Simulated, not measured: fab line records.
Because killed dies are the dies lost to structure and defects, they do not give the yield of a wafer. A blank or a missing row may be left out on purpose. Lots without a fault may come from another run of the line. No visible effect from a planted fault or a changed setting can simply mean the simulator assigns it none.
fab line records    flow sky130
record lots=6  wafers=18  lastDay=50
route steps=708 shown LDD_HVN@274 LDD_HVP@278 LDD_LDN@289 PAD_OPEN@708
lots with no fault: from the same line, run without faults
startH: start of the lot's first displayed wafer, in hours after the record's first day    waitH: hours elapsed since this lot's preceding step    " repeats the value in the row above    L1.1+2: a single row standing in for several wafers    - either no value or no given start    * or withheld: withheld    < > ~ a bound
route shown NAME@n: a module of which the file shows steps, and the number in the route of the first    usual: mean/standard deviation of fault-free wafers    same: alike in all rows    chamber/n: place in a boat    sites: per-site readings    _std_site: standard deviation across them    _edge_site: mean of outer sites minus mean of inner sites    radiusMm: how far each site lies from the wafer's centre    mask NAME#n: copy n    behind: the last tool/chamber to shape the wafer    hold: why the lot went on hold/how many hours it stayed there/how the hold came to an end    device: the n, p or np transistor that did not switch    end of line: the route-end tests of the same wafers    a step given without rows: its recipe and nothing more    killed: dies lost to structure and defects at the first sort, not the wafer's yield    map: shows each die of a wafer: x if killed, . if not, _ if none is there
set.NAME: the setting as run; set.NAME@STEP: as run at that earlier step    model.NAME: the simulator's own value behind a step, which no gauge read
lots at selected steps of the route; one table per step, one row per wafer
services: a tool's chamber out of use, with start hour (startH, from the record's first day; less than 0 if before it), hours out, and reason
## steps
# step SKY_LDD_HVN_OVL_MEAS_07
# usual LDD_HVN_OVL=1.2/1.5
lot.wafer  tool        chamber  startH  waitH  LDD_HVN_OVL[nm]
L342.2     overlay-02  -        467.50  0.1    0.5
L342.3     "           -        "       "      -0.5
L342.5     "           -        "       "      -0.5
L350.3     overlay-01  -        551.06  0.1    2.3
L350.5     "           -        "       "      1.8
L350.6     "           -        "       "      1.5
L354.1     overlay-01  -        572.32  0.2    5.4
L354.4     "           -        "       "      2.9
L354.6     "           -        "       "      3.5
L362.2     overlay-02  -        635.23  0.1    4.2
L362.4     "           -        "       "      2.7
L362.6     "           -        "       "      5.1
L363.1     overlay-02  -        649.37  0.1    -0.5
L363.2     "           -        "       "      1.4
L363.4     "           -        "       "      -0.4
L364.3     overlay-02  -        653.91  0.1    1.4
L364.4     "           -        "       "      2.3
L364.6     "           -        "       "      1.3
# step SKY_LDD_HVN_IMPLANT_08
# recipe species=P  energyKev=60  doseCm2=3e+13  tiltDeg=40
# step SKY_LDD_HVN_STRIP_09
# recipe chemistry=O2/N2  powerW=1400  pressureMtorr=1500  platenTempC=withheld  o2FlowSccm=3000  n2FlowSccm=300  overashFraction=0.5
# usual drypumpMotorCurrentA=5.9/0.35  o2FlowSccm=3000/9.8  oesProductAu=0.408/0.0042  stripTimeToEndpointS=4.133/0.013
lot.wafer  tool            chamber  startH  waitH  drypumpMotorCurrentA  o2FlowSccm  oesProductAu  rfHoursCounterH  stripTimeToEndpointS
L342.2     plasmaAsher-01  0        467.68  0.1    5.9                   3002        0.415         67               4.140
L342.3     "               0        "       "      5.8                   3002        0.413         -                4.140
L342.5     "               1        "       "      5.2                   2993        0.418         -                4.145
L350.3     plasmaAsher-03  1        551.27  0.1    5.8                   2997        0.404         -                4.141
L350.5     "               1        "       "      5.8                   3009        0.411         -                4.132
L350.6     "               0        "       "      6.5                   3014        0.406         -                4.133
L354.1     plasmaAsher-01  0        572.51  0.1    5.9                   3009        0.413         77               4.148
L354.4     "               1        "       "      5.2                   3012        0.414         -                4.157
L354.6     "               1        "       "      5.2                   2986        0.409         -                4.146
L362.2     plasmaAsher-01  1        635.41  0.1    5.2                   3012        0.402         83               4.147
L362.4     "               1        "       "      5.2                   3019        0.414         -                4.127
L362.6     "               1        "       "      5.2                   3017        0.409         -                4.121
L363.1     plasmaAsher-03  0        649.56  0.1    6.5                   2989        0.404         49               4.130
L363.2     "               1        "       "      5.9                   2996        0.411         49               4.130
L363.4     "               1        "       "      5.8                   2998        0.405         -                4.120
L364.3     plasmaAsher-03  0        654.12  0.1    6.5                   2995        0.402         -                4.121
L364.4     "               1        "       "      5.8                   2973        0.404         -                4.137
L364.6     "               1        "       "      5.9                   2971        0.407         -                4.132
# step SKY_LDD_HVN_TW_MEAS_10
# usual LDD_HVN_TW=1435/9.4
lot.wafer  tool          chamber  startH  waitH  LDD_HVN_TW
L342.2     filmMetro-03  -        467.79  0.1    1452
L342.3     "             -        "       "      1431
L342.5     "             -        "       "      1448
L350.3     filmMetro-02  -        551.36  0.1    1429
L350.5     "             -        "       "      1426
L350.6     "             -        "       "      1429
L354.1     filmMetro-04  -        572.61  0.1    1441
L354.4     "             -        "       "      1444
L354.6     "             -        "       "      1435
L362.2     filmMetro-02  -        635.52  0.1    1426
L362.4     "             -        "       "      1439
L362.6     "             -        "       "      1423
L363.1     filmMetro-03  -        649.66  0.1    1435
L363.2     "             -        "       "      1432
L363.4     "             -        "       "      1430
L364.3     filmMetro-04  -        654.20  0.1    1443
L364.4     "             -        "       "      1444
L364.6     "             -        "       "      1443
# step SKY_LDD_HVP_DEHYDRATE_00
# recipe tempC=200  timeS=60
# step SKY_LDD_HVP_HMDS_01
# recipe primeTimeS=60  primeTempC=120
# step SKY_LDD_HVP_COAT_02
# recipe resist=NOVOLAK  spinRpm=3000  resistThkNm=300
# step SKY_LDD_HVP_SOFTBAKE_03
# recipe tempC=91.22  timeS=60  resist=NOVOLAK
# step SKY_LDD_HVP_EXPOSE_04
# recipe maskId=HVPTM  na=0.6  sourceShape=conventional  sigmaOuter=0.6  polarization=unpolarized  targetCdNm=700  doseMj=86
# step SKY_LDD_HVP_PEB_05
# recipe tempC=withheld  timeS=*  resist=NOVOLAK
# step SKY_LDD_HVP_DEVELOP_06
# recipe resist=NOVOLAK  developer=TMAH  developTimeS=60  devTempC=23
# step SKY_LDD_HVP_OVL_MEAS_07
# usual LDD_HVP_OVL=-0.3/1.6
lot.wafer  tool        chamber  startH  waitH  LDD_HVP_OVL[nm]
L342.2     overlay-02  -        497.65  0.1    -1.0
L342.3     "           -        "       "      1.6
L342.5     "           -        "       "      -0.5
L350.3     overlay-02  -        581.08  0.1    -2.4
L350.5     "           -        "       "      -1.1
L350.6     "           -        "       "      -0.5
L354.1     overlay-01  -        601.62  0.1    -2.4
L354.4     "           -        "       "      0.2
L354.6     "           -        "       "      -1.6
L362.2     overlay-02  -        664.60  0.1    -1.7
L362.4     "           -        "       "      -0.4
L362.6     "           -        "       "      -1.1
L363.1     overlay-02  -        677.19  0.1    0.3
L363.2     "           -        "       "      0.6
L363.4     "           -        "       "      -0.3
L364.3     overlay-02  -        681.38  0.1    -0.4
L364.4     "           -        "       "      0.1
L364.6     "           -        "       "      -0.5
# step SKY_LDD_HVP_IMPLANT_08
# recipe species=B  energyKev=20  doseCm2=1.7e+13  tiltDeg=17.9
# usual beamOnS=9.98/0.19  endStationPressureTorr=5.09e-06/2.8e-07  faradayCurrentUA=96.0/1.7
lot.wafer  tool          chamber  startH  waitH  beamOnS  endStationPressureTorr  faradayCurrentUA
L342.2     implanter-01  0        497.71  0.0    9.97     5.24e-06                96.3
L342.3     "             0        "       "      10.23    5.32e-06                93.6
L342.5     "             0        "       "      9.71     4.98e-06                98.8
L350.3     implanter-03  0        581.16  0.1    9.59     5.07e-06                99.7
L350.5     "             0        "       "      10.25    4.67e-06                93.6
L350.6     "             0        "       "      10.07    5.16e-06                95.4
L354.1     implanter-03  0        601.66  0.0    9.84     4.85e-06                97.4
L354.4     "             0        "       "      9.90     5.26e-06                96.9
L354.6     "             0        "       "      10.06    5.14e-06                95.4
L362.2     implanter-04  0        664.66  0.0    10.15    5.69e-06                94.4
L362.4     "             0        "       "      9.94     4.99e-06                96.6
L362.6     "             0        "       "      9.73     5.02e-06                98.7
L363.1     implanter-04  0        677.23  0.0    11.52    7.588e-05               82.0
L363.2     "             0        "       "      11.50    8.035e-05               82.1
L363.4     "             0        "       "      11.61    7.877e-05               81.5
L364.3     implanter-04  0        681.46  0.1    11.57    8.095e-05               81.7
L364.4     "             0        "       "      11.75    8.23e-05                80.6
L364.6     "             0        "       "      11.50    8.437e-05               82.2
# step SKY_LDD_HVP_STRIP_09
# recipe chemistry=O2/N2  powerW=1400  pressureMtorr=1500  platenTempC=withheld  o2FlowSccm=3000  n2FlowSccm=300  overashFraction=0.5
# usual drypumpMotorCurrentA=5.8/0.48  o2FlowSccm=3000/9.6  oesProductAu=0.408/0.0046  stripTimeToEndpointS=4.118/0.015
lot.wafer  tool            chamber  startH  waitH  drypumpMotorCurrentA  o2FlowSccm  oesProductAu  rfHoursCounterH  stripTimeToEndpointS
L342.2     plasmaAsher-03  1        497.83  0.1    5.9                   3000        0.417         34               4.106
L342.3     "               0        "       "      6.5                   3012        0.404         -                4.114
L342.5     "               0        "       "      6.5                   2998        0.407         -                4.086
L350.3     plasmaAsher-04  0        581.29  0.1    6.0                   2996        0.405         -                4.133
L350.5     "               1        "       "      6.0                   3000        0.413         -                4.112
L350.6     "               0        "       "      6.0                   3000        0.410         -                4.131
L354.1     plasmaAsher-03  1        601.81  0.1    5.8                   3002        0.407         44               4.118
L354.4     "               0        "       "      6.5                   2985        0.407         -                4.149
L354.6     "               0        "       "      6.5                   2994        0.416         -                4.119
L362.2     plasmaAsher-03  0        664.78  0.1    6.5                   3011        0.411         51               4.117
L362.4     "               1        "       "      5.9                   2998        0.406         -                4.104
L362.6     "               0        "       "      6.5                   3003        0.418         -                4.128
L363.1     plasmaAsher-04  1        677.38  0.1    6.1                   2975        0.409         97               4.125
L363.2     "               0        "       "      6.0                   2996        0.405         97               4.123
L363.4     "               0        "       "      6.0                   3002        0.401         -                4.111
L364.3     plasmaAsher-03  0        681.59  0.1    6.5                   3026        0.404         -                4.130
L364.4     "               1        "       "      5.9                   3021        0.406         -                4.139
L364.6     "               1        "       "      5.9                   3003        0.410         -                4.122
# step SKY_LDD_HVP_TW_MEAS_10
# usual LDD_HVP_TW=452.3/3
lot.wafer  tool          chamber  startH  waitH  LDD_HVP_TW
L342.2     filmMetro-02  -        497.94  0.1    451.9
L342.3     "             -        "       "      452.0
L342.5     "             -        "       "      454.1
L350.3     filmMetro-03  -        581.38  0.1    452.3
L350.5     "             -        "       "      455.3
L350.6     "             -        "       "      453.7
L354.1     filmMetro-01  -        601.91  0.1    452.0
L354.4     "             -        "       "      450.9
L354.6     "             -        "       "      452.0
L362.2     filmMetro-01  -        664.89  0.1    452.4
L362.4     "             -        "       "      454.5
L362.6     "             -        "       "      454.1
L363.1     filmMetro-02  -        677.48  0.1    475.0
L363.2     "             -        "       "      475.4
L363.4     "             -        "       "      474.8
L364.3     filmMetro-01  -        681.68  0.1    472.9
L364.4     "             -        "       "      470.8
L364.6     "             -        "       "      470.2
# step SKY_LDD_LDN_DEHYDRATE_00
# recipe tempC=200  timeS=60
# step SKY_PAD_OPEN_PROBE_99
# usual killed_at_M0_to_M3=43/7.4  killed_at_M4_up=3.5/2.1  killedAtContacts=24/5.4  killedAtFrontEnd=15/4.7  killedAtOther=0.2/0.44  killedDies=85/10  killedOpen=47/7.1  killedShort=38/7
# same grossDies=492  killedAtBackSide=0
lot.wafer  tool       chamber  startH   waitH  killed_at_M0_to_M3  killed_at_M4_up  killedAtContacts  killedAtFrontEnd  killedAtOther  killedDies  killedOpen  killedShort  model.etest.tip_p_5v.rsOhmSq
L342.2     prober-01  -        1077.87  0.1    43                  4                11                11                1              70          40          30           2884
L342.3     prober-01  -        1077.92  0.2    45                  2                23                20                0              90          56          34           2864
L342.5     prober-01  -        1078.02  0.2    47                  2                20                6                 0              75          47          28           2879
L350.3     prober-02  -        1132.91  0.2    44                  7                24                22                0              97          49          48           2878
L350.5     prober-02  -        1133.01  0.2    35                  2                28                20                0              85          46          39           2878
L350.6     prober-02  -        1133.06  0.2    48                  1                23                18                0              90          50          40           2872
L354.1     prober-01  -        1149.49  0.1    32                  4                18                13                0              67          36          31           2867
L354.4     prober-01  -        1149.64  0.2    35                  3                26                8                 0              72          39          33           2852
L354.6     prober-01  -        1149.74  0.2    39                  4                27                14                1              85          52          33           2870
L362.2     prober-01  -        1185.26  0.1    39                  1                24                5                 0              69          39          30           2842
L362.4     prober-01  -        1185.36  0.2    44                  3                30                11                0              88          48          40           2832
L362.6     prober-01  -        1185.46  0.2    51                  3                17                12                0              83          47          36           2827
L363.1     prober-02  -        1192.83  0.1    61                  3                25                17                0              106         50          56           2617
L363.2     prober-02  -        1192.88  0.1    54                  3                27                13                0              97          53          44           2613
L363.4     prober-02  -        1192.98  0.2    56                  8                24                7                 0              95          49          46           2618
L364.3     prober-01  -        1194.87  0.2    45                  0                42                19                0              106         61          45           2551
L364.4     prober-01  -        1194.92  0.2    40                  3                27                19                0              89          57          32           2571
L364.6     prober-01  -        1195.02  0.2    43                  4                24                14                0              85          42          43           2556
# killed by level:class
L342.2 VIA1:geometricParticle:open=10 VIA2:geometricParticle:open=7 VIA1:geometricParticle:short=7 VIA3:geometricParticle:open=7 FIELD_ISO:geometricParticle:open=4 POLY_GATE:geometricParticle:short=3 LI_CONTACT:geometricParticle:open=3 LI_CONTACT:geometricParticle:short=3
L342.3 VIA1:geometricParticle:open=11 VIA3:geometricParticle:open=10 FIELD_ISO:geometricParticle:open=8 METAL1:geometricParticle:short=8 LI_CONTACT:geometricParticle:open=8 VIA2:geometricParticle:open=8 CONTACT:geometricParticle:open=8 FIELD_ISO:geometricParticle:short=5
L342.5 VIA1:geometricParticle:open=12 VIA3:geometricParticle:open=10 CONTACT:geometricParticle:open=10 METAL1:geometricParticle:short=8 FIELD_ISO:geometricParticle:open=4 LI_CONTACT:geometricParticle:open=4 VIA1:geometricParticle:short=3 CONTACT:geometricParticle:short=3
L350.3 VIA1:geometricParticle:open=14 FIELD_ISO:geometricParticle:short=9 CONTACT:geometricParticle:short=7 CONTACT:geometricParticle:open=6 LI_CONTACT:geometricParticle:open=5 METAL1:geometricParticle:short=5 FIELD_ISO:geometricParticle:open=4 LI_CONTACT:geometricParticle:short=4
L350.5 CONTACT:geometricParticle:open=10 VIA1:geometricParticle:open=10 FIELD_ISO:geometricParticle:short=8 LOCAL_INTERCONNECT:geometricParticle:short=6 LI_CONTACT:geometricParticle:open=6 METAL2:geometricParticle:short=5 POLY_GATE:geometricParticle:open=4 METAL1:geometricParticle:short=4
L350.6 VIA1:geometricParticle:open=16 CONTACT:geometricParticle:open=11 METAL2:geometricParticle:short=8 VIA1:geometricParticle:short=6 FIELD_ISO:geometricParticle:open=4 FIELD_ISO:geometricParticle:short=4 POLY_GATE:geometricParticle:open=4 LOCAL_INTERCONNECT:geometricParticle:short=4
L354.1 VIA2:geometricParticle:open=7 LI_CONTACT:geometricParticle:open=5 VIA1:geometricParticle:open=5 VIA3:geometricParticle:open=5 FIELD_ISO:geometricParticle:short=4 LOCAL_INTERCONNECT:geometricParticle:short=4 CONTACT:geometricParticle:open=4 VIA1:geometricParticle:short=4
L354.4 VIA1:geometricParticle:open=11 CONTACT:geometricParticle:open=8 LI_CONTACT:geometricParticle:open=6 LOCAL_INTERCONNECT:geometricParticle:short=5 CONTACT:geometricParticle:short=5 METAL1:geometricParticle:short=5 FIELD_ISO:geometricParticle:short=4 METAL2:geometricParticle:short=4
L354.6 VIA1:geometricParticle:open=14 CONTACT:geometricParticle:open=10 VIA3:geometricParticle:open=7 LI_CONTACT:geometricParticle:open=6 LOCAL_INTERCONNECT:geometricParticle:short=6 POLY_GATE:geometricParticle:open=4 VIA2:geometricParticle:open=4 METAL4:geometricParticle:short=4
L362.2 CONTACT:geometricParticle:open=12 METAL1:geometricParticle:short=8 VIA1:geometricParticle:open=8 VIA3:geometricParticle:open=7 METAL2:geometricParticle:short=6 LI_CONTACT:geometricParticle:open=5 VIA1:geometricParticle:short=4 CONTACT:geometricParticle:short=3
L362.4 LI_CONTACT:geometricParticle:open=10 CONTACT:geometricParticle:open=10 METAL2:geometricParticle:short=10 VIA2:geometricParticle:open=7 CONTACT:geometricParticle:short=5 METAL1:geometricParticle:short=5 VIA1:geometricParticle:open=5 VIA1:geometricParticle:short=4
L362.6 VIA3:geometricParticle:open=12 METAL1:geometricParticle:short=7 FIELD_ISO:geometricParticle:open=6 LI_CONTACT:geometricParticle:open=6 VIA2:geometricParticle:open=6 LOCAL_INTERCONNECT:geometricParticle:short=5 VIA1:geometricParticle:short=4 VIA2:geometricParticle:short=4
L363.1 VIA1:geometricParticle:open=13 POLY_GATE:geometricParticle:short=9 CONTACT:geometricParticle:open=9 VIA1:geometricParticle:short=8 LI_CONTACT:geometricParticle:open=7 METAL1:geometricParticle:short=7 VIA3:geometricParticle:open=7 METAL2:geometricParticle:short=6
L363.2 VIA1:geometricParticle:open=16 LI_CONTACT:geometricParticle:open=10 VIA2:geometricParticle:open=9 LOCAL_INTERCONNECT:geometricParticle:short=8 CONTACT:geometricParticle:open=5 METAL3:geometricParticle:short=5 VIA2:geometricParticle:short=5 VIA1:geometricParticle:short=4
L363.4 VIA1:geometricParticle:open=10 CONTACT:geometricParticle:open=8 LI_CONTACT:geometricParticle:open=7 METAL1:geometricParticle:short=7 VIA1:geometricParticle:short=7 METAL2:geometricParticle:short=6 VIA3:geometricParticle:open=6 VIA2:geometricParticle:open=5
L364.3 VIA1:geometricParticle:open=12 CONTACT:geometricParticle:open=11 LOCAL_INTERCONNECT:geometricParticle:short=10 VIA2:geometricParticle:open=10 LI_CONTACT:geometricParticle:open=8 LI_CONTACT:geometricParticle:short=8 FIELD_ISO:geometricParticle:short=7 POLY_GATE:geometricParticle:short=6
L364.4 VIA1:geometricParticle:open=13 CONTACT:geometricParticle:open=10 LI_CONTACT:geometricParticle:open=9 VIA3:geometricParticle:open=7 VIA2:geometricParticle:open=6 FIELD_ISO:geometricParticle:short=5 METAL2:geometricParticle:short=5 POLY_GATE:geometricParticle:open=4
L364.6 VIA1:geometricParticle:open=10 CONTACT:geometricParticle:open=8 VIA3:geometricParticle:open=7 LI_CONTACT:geometricParticle:open=6 METAL2:geometricParticle:short=6 CONTACT:geometricParticle:short=5 VIA3:geometricParticle:short=5 FIELD_ISO:geometricParticle:short=4
## services
tool            chamber  startH  hours  kind
implanter-03    -        456.17  4.3    pm
implanter-01    -        477.43  1.7    repair
implanter-03    -        514.08  18.9   pm
plasmaAsher-04  -        547.84  2.8    pm
implanter-04    -        549.18  3.7    pm
plasmaAsher-04  -        605.25  3.5    repair
implanter-03    -        607.63  0.6    repair
implanter-04    -        613.98  4.0    repair
implanter-03    -        614.14  1.8    repair
implanter-01    -        615.90  5.3    repair
implanter-04    -        625.01  1.0    repair
plasmaAsher-04  -        639.74  12.4   repair
implanter-01    -        652.70  5.6    repair
## key
firstSign step=SKY_LDD_HVP_IMPLANT_08  reading=endStationPressureTorr  direction=up  sigmas=99+  usual=5.09e-06  struck=8.044e-05
effect step=SKY_LDD_HVP_IMPLANT_08  reading=beamOnS  direction=up  sigmas=8.6  usual=9.98  struck=11.58
effect step=SKY_LDD_HVP_TW_MEAS_10  reading=LDD_HVP_TW  direction=up  sigmas=7  usual=452.3  struck=473.2
modelEffect step=SKY_PAD_OPEN_PROBE_99  value=etest.tip_p_5v.rsOhmSq  without=2862  struck=2588
metAt SKY_LDD_HVP_IMPLANT_08
struckWafers L363.1,L363.2,L363.4,L364.3,L364.4,L364.6
testerLeftOut L363,L364
onsetBetween 664.66 677.23
fault kind=processParameterDrift  tool=implanter-04  chamber=-  onsetH=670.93  steps=SKY_LDD_HVP_IMPLANT_08  channel=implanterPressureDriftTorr  offset=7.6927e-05  shape=step  endH=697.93
fault kind=processParameterDrift  tool=implanter-04  chamber=-  onsetH=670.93  steps=SKY_LDD_HVP_IMPLANT_08  channel=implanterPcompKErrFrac  offset=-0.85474  shape=step  endH=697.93
# testerLeftOut: of these lots the tester's yield and bins aren't shown, on N5 and GAA mostly nor the transistor test; their killed dies are dies lost to structure and defects alone, not to doping, threshold or leakage, so they don't give the yield
